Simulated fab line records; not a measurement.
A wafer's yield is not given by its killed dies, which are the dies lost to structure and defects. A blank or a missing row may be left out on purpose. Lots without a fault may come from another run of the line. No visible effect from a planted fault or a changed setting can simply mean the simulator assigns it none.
Which tool did it?    flow sky130    14 lots with 42 wafers sampled at 4 steps, on a route of 708 steps

== WHAT THE GAUGES READ, wafer by wafer ==
SKY_POLY_GATE_CD_MEAS_13: the cd target is 150 nm.
lot   measured      on         cd_nm (nm)
L708  day 16 05:30  cd_sem-02  151.9 150.7 151.2
L710  day 17 00:01  cd_sem-02  150.1 149.7 149.2
L711  day 17 15:38  cd_sem-01  151.0 150.7 149.7
L715  day 19 05:26  cd_sem-01  148.2 148.5 148.2
L716  day 19 10:13  cd_sem-01  152.2 151.8 151.9
L719  day 20 12:11  cd_sem-02  150.0 152.2 150.5
L720  day 21 11:11  cd_sem-02  150.6 149.8 150.2
L721  day 21 16:56  cd_sem-02  149.5 149.6 150.0
L723  day 22 02:10  cd_sem-01  149.1 149.4 149.6
L722  day 22 03:44  cd_sem-02  150.7 150.4 150.0
L724  day 22 11:04  cd_sem-01  149.2 148.0 148.6
L725  day 22 13:58  cd_sem-02  152.2 152.1 152.8
L726  day 23 05:03  cd_sem-02  148.5 148.1 149.8
L727  day 23 07:41  cd_sem-01  153.6 152.1 152.8

SKY_POLY_GATE_CD_MEAS_22.
lot   measured      on         cd_nm (nm)
L708  day 16 07:46  cd_sem-02  152.6 152.0 149.4
L710  day 17 02:16  cd_sem-02  148.6 147.5 149.8
L711  day 17 17:39  cd_sem-01  149.8 150.9 150.3
L715  day 19 08:17  cd_sem-02  146.2 150.5 145.6
L716  day 19 13:28  cd_sem-01  150.6 151.4 151.5
L719  day 20 15:01  cd_sem-02  150.2 154.2 148.3
L720  day 21 13:04  cd_sem-01  150.4 153.8 150.7
L721  day 21 18:49  cd_sem-02  151.6 150.0 148.6
L723  day 22 04:04  cd_sem-02  147.3 148.7 149.9
L722  day 22 05:40  cd_sem-01  151.5 152.8 149.7
L724  day 22 12:56  cd_sem-01  149.8 149.3 151.0
L725  day 22 15:49  cd_sem-02  150.8 151.5 155.8
L726  day 23 06:55  cd_sem-02  148.7 148.3 149.4
L727  day 23 09:33  cd_sem-01  154.4 151.2 153.3

SKY_LDD_P_TW_MEAS_11.
lot   measured      on             LDD_P_TW
L708  day 18 20:31  film_metro-03  635 636 636
L710  day 19 16:17  film_metro-02  633 636 634
L711  day 20 08:11  film_metro-03  639 640 639
L715  day 21 22:23  film_metro-03  636 637 634
L716  day 22 05:08  film_metro-04  635 636 635
L719  day 23 04:44  film_metro-02  635 633 636
L720  day 24 03:59  film_metro-02  631 630 628
L721  day 24 08:07  film_metro-02  633 631 627
L723  day 24 18:58  film_metro-03  638 637 637
L722  day 24 19:47  film_metro-02  628 631 631
L724  day 25 01:53  film_metro-03  639 636 641
L725  day 25 05:10  film_metro-03  638 635 640
L726  day 25 21:22  film_metro-02  629 629 628
L727  day 25 22:46  film_metro-03  638 636 641

== EACH LOT AND THE TOOL THAT RAN IT (in order: tool; ch and the chambers of the sampled wafers; start) ==
lot   SKY_LDD_N_IMPLANT_15
L708  implanter-01 ch 0, day 17 13:45
L710  implanter-02 ch 0, day 18 08:48
L711  implanter-03 ch 0, day 19 01:11
L715  implanter-02 ch 0, day 20 15:44
L716  implanter-02 ch 0, day 20 21:23
L719  implanter-02 ch 0, day 21 22:11
L720  implanter-01 ch 0, day 22 21:04
L721  implanter-01 ch 0, day 23 01:55
L723  implanter-01 ch 0, day 23 12:17
L722  implanter-02 ch 0, day 23 13:10
L724  implanter-01 ch 0, day 23 19:42
L725  implanter-02 ch 0, day 23 23:05
L726  implanter-01 ch 0, day 24 16:17
L727  implanter-02 ch 0, day 24 17:22
- SKY_LDD_N_IMPLANT_15

== WHAT THE TOOLS THEMSELVES READ (means of the sampled wafers that have a number; where no wafer has one, the mark that the record gives instead) ==
SKY_LDD_N_IMPLANT_15.
lot   tool          dose_ions_cm2  faraday_current_uA
L708  implanter-01  5e+12          28.5
L710  implanter-02  5e+12          28.4
L711  implanter-03  5e+12          28.5
L715  implanter-02  5e+12          28.1
L716  implanter-02  5e+12          28.0
L719  implanter-02  5e+12          28.2
L720  implanter-01  5e+12          28.4
L721  implanter-01  5e+12          28.5
L723  implanter-01  2e+12          14.0
L722  implanter-02  5e+12          27.7
L724  implanter-01  2e+12          14.3
L725  implanter-02  5e+12          28.2
L726  implanter-01  2e+12          14.2
L727  implanter-02  5e+12          27.7

== THE ANSWER, worked out from the rows above alone ==
Rule: usual is defined by the lots themselves. Put in order of their means at a reading, lots are off if they are a third of the lots or fewer, leave a main group of 4 or more, and stand apart from it by a gap of 3 or more times the standard deviation of the main group's means; of several such gaps the widest counts. A main group is skipped when, at the precision printed for the reading in the tables above, its means are all equal. Also off: a lot with no number at a reading for which 4 or more lots have one. All remaining lots with rows at the step are treated as sound. After the gauges, taken in route order, come the tools' own readings; for these a lot's mean is taken, as printed above. The first step at which some lot is off is used, and at that step the reading that is off furthest; a lot without a number counts as furthest.
Off at SKY_LDD_N_IMPLANT_15 (faraday_current_uA): L723, L724, L726. The main group has a mean of 28.2 with a standard deviation of 0.29.
A tool fits if, at that step or a process step before it, it ran every lot that is off, and no sound lot after the first of them. One candidate fits, namely implanter-01 at SKY_LDD_N_IMPLANT_15. A fault onset in the window from L721 (day 23 01:55, its last sound lot) to L723 (day 23 12:17, its first lot off) fits.
The tool's own readings at SKY_LDD_N_IMPLANT_15 bear it out: on the lots that are off they differ by more than 5 times the standard deviation of the sound lots' means. dose_ions_cm2 reads 2e+12 there against 5e+12 on the sound lots; faraday_current_uA reads 14.2 there against 28.2 on the sound lots.

== WHAT THE SIMULATOR PUT IN ==
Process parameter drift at SKY_LDD_N_IMPLANT_15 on implanter-01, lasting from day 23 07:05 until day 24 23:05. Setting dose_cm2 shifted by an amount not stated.
Struck lots among those shown: L723, L724, L726. Same finding as the rule above.
